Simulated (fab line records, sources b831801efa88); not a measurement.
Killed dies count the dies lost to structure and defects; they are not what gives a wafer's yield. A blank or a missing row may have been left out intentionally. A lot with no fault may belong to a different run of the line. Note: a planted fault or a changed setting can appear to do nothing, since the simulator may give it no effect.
A struck lot beside a sound one ; flow sky130 ; 43 out of 708 route steps
Sound: wafers L219.1, L219.3, L219.6. The struck wafers were L230.2, L230.3, L230.5. Last of all comes the cause.
Each step with rows lists, per side, the tool, then ch with its chambers, then its first start. Under that, the readings that differ: sound wafers ; struck wafers ; difference of the means ; sigmas: that difference in standard deviations of wafers without a fault.
alike: readings whose means differ by less than 2 such deviations, and words and numbers that are the same on both sides. not compared: withheld readings, readings that some wafer has no value for, bounds like >300 that may hide the same value, and numbers for which the record gives no deviation and whose values overlap.
Wherever a step has rows on one side only, a row that says differs or no value, or a row with sigmas, the two part there. Non-overlapping numbers with no deviation appear without sigmas and do not part them. A reading missing from all wafers of one side parts the sides only when that side holds two or more wafers.

first, 3 steps without rows for these wafers: SKY_FIELD_ISO_CLEAN_20 (cleans in dHF, time 20 s); SKY_FIELD_ISO_WET_ETCH_21 (etches SiO2 in dHF, target depth 20 nm, time 400 s); SKY_FIELD_ISO_OXIDATION_22 (stabilise 600 s, purge 300 s, target thk 10 nm).
SKY_FIELD_ISO_THK_MEAS_23:
  sound on film metro-02 at day 4 10:25; struck on film metro-03 at day 6 19:40
  alike: FIELD_ISO_OXIDATION_01_THK
then, 1 step without rows for these wafers: SKY_FIELD_ISO_CVD_24 (deposits SiO2, target thk 595 nm, time 99.2 s).
SKY_FIELD_ISO_THK_MEAS_25:
  sound on film metro-03 at day 4 10:33; struck on film metro-02 at day 6 19:49
  alike: FIELD_ISO_CVD_24_THK
then, 1 step without rows for these wafers: SKY_FIELD_ISO_ANNEAL_26 (time 1800 s).
SKY_FIELD_ISO_CMP_27: polishes, stops on Si3N4, t overpolish 16 s, target thk 457.8 nm.
  sound on cmp-01 ch 0,2, day 4 12:23; struck on cmp-01 ch 0,3, day 6 21:49
  alike: motor current A, overpolish run s, slurry flow ml min, time to endpoint s
then, 4 steps without rows for these wafers: SKY_FIELD_ISO_WET_ETCH_28 (etches SiO2 in dHF, target depth 23.7 nm, time 47 s); SKY_FIELD_ISO_WET_ETCH_29 (etches Si3N4 in H3PO4, target depth 160 nm, time 1825 s); SKY_FIELD_ISO_WET_ETCH_30 (etches SiO2 in dHF, target depth 25 nm, time 50 s); SKY_NWELL_CLEAN_00 (cleans in SC1/SC2, time 150 s).
SKY_NWELL_OXIDATION_01: stabilise 600 s, purge 300 s, target thk 10 nm.
  sound on furnace-01 ch 0, day 4 13:38; struck on furnace-02 ch 0, day 6 23:07
  alike: spike tc lower C
SKY_NWELL_THK_MEAS_02:
  sound on film metro-03 at day 4 15:02; struck on film metro-03 at day 7 00:31
  alike: NWELL_OXIDATION_THK
then, 8 steps without rows for these wafers: SKY_DNWELL_DEHYDRATE_00 (time 60 s); SKY_DNWELL_HMDS_01 (prime time 60 s); SKY_DNWELL_COAT_02 (resist thk 3000 nm); SKY_DNWELL_SOFTBAKE_03; SKY_DNWELL_EXPOSE_04 (exposes mask DNM, target cd 3000 nm); SKY_DNWELL_PEB_05; SKY_DNWELL_DEVELOP_06 (develop time 60 s); SKY_DNWELL_IMPLANT_07.
SKY_DNWELL_STRIP_08: strips in O2/N2.
  sound on plasma asher-02 ch 0,1, day 5 08:12; struck on plasma asher-03 ch 0,1, day 7 19:58
  alike: drypump motor current A, o2 flow sccm, oes product au, strip time to endpoint s
  not compared: rf hours counter h
SKY_DNWELL_TW_MEAS_09:
  sound on film metro-01 at day 5 08:20; struck on film metro-01 at day 7 20:05
  alike: DNWELL_TW
then, 7 steps without rows for these wafers: SKY_PWDE_DEHYDRATE_00 (time 60 s); SKY_PWDE_HMDS_01 (prime time 60 s); SKY_PWDE_COAT_02 (resist thk 3000 nm); SKY_PWDE_SOFTBAKE_03; SKY_PWDE_EXPOSE_04 (exposes mask PWDEM, target cd 840 nm); SKY_PWDE_PEB_05; SKY_PWDE_DEVELOP_06 (develop time 61.84 s).
SKY_PWDE_OVL_MEAS_07:
  sound on overlay-01 at day 6 02:16; struck on overlay-02 at day 8 16:18
  alike: PWDE_OVL
following that, these wafers have no rows for 1 step: SKY_PWDE_IMPLANT_08.
SKY_PWDE_STRIP_09: strips in O2/N2.
  sound on plasma asher-02 ch 0,1, day 6 02:28; struck on plasma asher-02 ch 0, day 8 16:29
  alike: drypump motor current A, o2 flow sccm, oes product au, strip time to endpoint s
  not compared: rf hours counter h
SKY_PWDE_TW_MEAS_10:
  sound on film metro-01 at day 6 02:34; struck on film metro-03 at day 8 16:35
  alike: PWDE_TW
then, 7 steps without rows for these wafers: SKY_NWELL_DEHYDRATE_03 (time 60 s); SKY_NWELL_HMDS_04 (prime time 60 s); SKY_NWELL_COAT_05 (resist thk 3000 nm); SKY_NWELL_SOFTBAKE_06; SKY_NWELL_EXPOSE_07 (exposes mask NWM, target cd 840 nm); SKY_NWELL_PEB_08; SKY_NWELL_DEVELOP_09 (develop time 60 s).
-- the record jumps here: 42 days lie between the struck wafers' starts before and after (it left off in module NWELL and takes up again in module PAD_OPEN, whose first step shown is number 708 of the route) --
SKY_PAD_OPEN_PROBE_99:
  sound on prober-01 at day 48 05:56; struck on prober-02 at day 50 13:52
reading;sound;struck;difference;sigmas
killed_at_M0_to_M3;51;35 41 31;-15;-2
killed at front end;13;225 211 232;+210;+42
killed dies;96;282 280 283;+186;+21
killed on rim;20;51 46 61;+33;+9
  alike: killed_at_M4_up, killed at contacts, killed at other, killed open, killed short
  not compared: hold

== WHERE THEY PART ==
Within this record, at SKY_PAD_OPEN_PROBE_99 only.

WHY: what the simulator had put in
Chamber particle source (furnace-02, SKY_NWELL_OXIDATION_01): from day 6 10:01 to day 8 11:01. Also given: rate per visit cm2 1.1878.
